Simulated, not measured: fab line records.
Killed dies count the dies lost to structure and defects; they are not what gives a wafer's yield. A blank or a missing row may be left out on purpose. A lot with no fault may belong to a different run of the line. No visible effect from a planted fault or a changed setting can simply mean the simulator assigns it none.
Comparing a struck lot with a sound one | flow gf180mcu | 19 steps out of a route of 602
Sound: the wafers L961.2, L961.4, L961.5. Wafers struck: L972.2, L972.3, L972.6. The cause is named last.
At each step with rows: each side's tool, then ch and its chambers, then its first start. Under that, the readings that differ: sound wafers | struck wafers | difference of the means | sigmas: that difference in standard deviations of wafers without a fault.
alike: a reading whose means differ by less than 2 such deviations, as well as words and numbers matching on both sides. not compared: withheld readings; readings where some wafer has no value; bounds like >300 that might hide an equal value; numbers whose values overlap and for which the record gives no deviation.
A row with sigmas, a row that says differs or no value, or rows on one side alone: a step with any of these is where the two part. When numbers do not overlap yet have no deviation, they are printed without sigmas and do not part them. A reading that every wafer of one side lacks parts them only if that side has two wafers or more.

first, 1 step without rows for these wafers: GF_NSD_IMPLANT_10.
GF_NSD_STRIP_11: strips in O2/N2.
  sound on plasma_asher-04 ch 0, day 13 11:39; struck on plasma_asher-01 ch 1, day 17 12:29
  reading                      | sound             | struck            | difference | sigmas
  drypump_motor_current_A (A)  | 5.2 5.2 5.2       | 6.1 6.1 6.1       | +0.9       | +2
  strip_time_to_endpoint_s (s) | 23.09 23.02 23.06 | 22.95 22.98 22.96 | -0.09      | -2
  alike: heater_power_w, oes_product_au, platen_temp_c
  not compared: rf_hours_counter_h
GF_NSD_TW_MEAS_12:
  sound on film_metro-04 at day 13 11:46; struck on film_metro-01 at day 17 12:36
  alike: NSD_TW
then, 7 steps without rows for these wafers: GF_PSD_DEHYDRATE_00 (time 60 s); GF_PSD_HMDS_01 (prime time 60 s); GF_PSD_COAT_02 (resist thk 1000 nm); GF_PSD_SOFTBAKE_03 (time 60 s); GF_PSD_EXPOSE_04 (exposes mask Pplus, target cd 400 nm); GF_PSD_PEB_05; GF_PSD_DEVELOP_06 (develop time 60 s).
GF_PSD_CD_MEAS_07: the cd target is 400 nm.
  sound on cd_sem-01 at day 14 08:29; struck on cd_sem-01 at day 18 11:55
  alike: cd_nm
GF_PSD_OVL_MEAS_08:
  sound on overlay-02 at day 14 08:35; struck on overlay-01 at day 18 12:02
  alike: PSD_OVL
GF_PSD_IMPLANT_09:
  sound on implanter-04 ch 0, day 14 08:39; struck on implanter-04 ch 0, day 18 12:05
  reading                   | sound             | struck            | difference | sigmas
  implant_ion_amu           | 49 49 49          | 11 11 11          | -38        |
  model.implant.rp_nm (nm)  | 29.54 29.54 29.54 | 125.5 125.5 125.5 | +96.0      |
  model.implant.drp_nm (nm) | 15.87 15.87 15.87 | 51.31 51.31 51.31 | +35.44     |
  alike: faraday_current_uA
GF_PSD_STRIP_10: strips in O2/N2.
  sound on plasma_asher-03 ch 0, day 14 08:46; struck on plasma_asher-02 ch 0,1, day 18 12:13
  reading                      | sound             | struck            | difference | sigmas
  oes_product_au (a.u.)        | 0.592 0.593 0.587 | 0.627 0.637 0.638 | +0.043     | +10
  strip_time_to_endpoint_s (s) | 16.47 16.45 16.44 | 14.68 14.74 14.67 | -1.76      | -37
  alike: drypump_motor_current_A, heater_power_w, platen_temp_c
  not compared: rf_hours_counter_h
GF_PSD_TW_MEAS_11:
  sound on film_metro-03 at day 14 08:53; struck on film_metro-04 at day 18 12:38
  reading | sound          | struck         | difference | sigmas
  PSD_TW  | 3161 3173 3158 | 2182 2182 2167 | -987       | -27
  not compared: hold
GF_PSD_RTA_13: time 20 s.
  sound on rtp_anneal-02 ch 0, day 14 09:00; struck on rtp_anneal-01 ch 0, day 18 15:34
  reading            | sound          | struck         | difference | sigmas
  lamp_power_pct (%) | 30.1 30.2 30.1 | 33.6 33.6 33.7 | +3.5       | +2
  alike: wafer_temp_C_max
GF_PSD_RS_MEAS_14: a four-point-probe measurement.
  sound on film_metro-04 at day 14 09:05; struck on film_metro-04 at day 18 15:39
  alike: NSD_RS
GF_PSD_RS_MEAS_15: a four-point-probe measurement.
  sound on film_metro-04 at day 14 09:13; struck on film_metro-04 at day 18 16:04
  reading         | sound                | struck            | difference | sigmas
  PSD_RS (ohm/sq) | 108.69 108.58 108.42 | 79.62 79.49 79.89 | -28.90     | -99 or more
  not compared: hold
GF_PASSIVATION_PROBE_99:
  sound wafers here have rows in the record (prober-01, day 29 02:20); struck ones have none

== WHERE THEY PART ==
Last at GF_PASSIVATION_PROBE_99 as far as this record goes, first at GF_NSD_STRIP_11.

WHY: whatever the simulator had introduced
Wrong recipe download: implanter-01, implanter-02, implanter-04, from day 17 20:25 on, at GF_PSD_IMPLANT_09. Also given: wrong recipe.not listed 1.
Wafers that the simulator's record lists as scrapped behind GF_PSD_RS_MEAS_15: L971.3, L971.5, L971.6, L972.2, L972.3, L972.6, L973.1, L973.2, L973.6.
